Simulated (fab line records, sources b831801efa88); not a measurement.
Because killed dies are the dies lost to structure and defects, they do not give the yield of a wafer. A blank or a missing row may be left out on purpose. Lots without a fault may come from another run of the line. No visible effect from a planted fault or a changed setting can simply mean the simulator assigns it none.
Which tool was responsible? :: flow sky130 :: at 1 step of a route of 708, 6 lots with 18 wafers sampled

WHAT EACH GAUGE READ, for each wafer
SKY_LDD_P_CD_MEAS_07 targets a cd of 380 nm.
lot: L314
measured: day 20 02:14
on: cd sem-02
cd nm (nm): 379.6 382.2 380.1

lot: L317
measured: day 20 12:14
on: cd sem-02
cd nm (nm): 379.2 380.8 379.9

lot: L318
measured: day 21 21:10
on: cd sem-01
cd nm (nm): 380.5 379.1 381.3

lot: L319
measured: day 22 05:27
on: cd sem-01
cd nm (nm): 377.5 380.0 380.4

lot: L331
measured: day 25 19:07
on: cd sem-01
cd nm (nm): 377.9 380.5 379.6

lot: L335
measured: day 26 22:23
on: cd sem-02
cd nm (nm): 377.8 379.6 378.1

TOOL THAT RAN EACH LOT (tool first, then ch and the chambers of the sampled wafers, then the start)
No process step before these readings appears in the record.

THE ANSWER, worked out from the rows above alone
Rule: the lots themselves supply what counts as usual. The widest of any qualifying gaps counts: lots, ordered by their means at a reading, are off when they make up no more than a third of the lots, leave a main group of 4 or more, and stand apart from it by 3 or more times the standard deviation of that group's means. The tables above print the reading to a certain number of digits; a main group whose means all agree to those digits is not used. Also off: a lot with no number at a reading for which 4 or more lots have one. All remaining lots with rows at the step are treated as sound.
Across all readings shown, no lot is off: no conclusion can be drawn from this.

WHAT HAD BEEN PUT IN BY THE SIMULATOR
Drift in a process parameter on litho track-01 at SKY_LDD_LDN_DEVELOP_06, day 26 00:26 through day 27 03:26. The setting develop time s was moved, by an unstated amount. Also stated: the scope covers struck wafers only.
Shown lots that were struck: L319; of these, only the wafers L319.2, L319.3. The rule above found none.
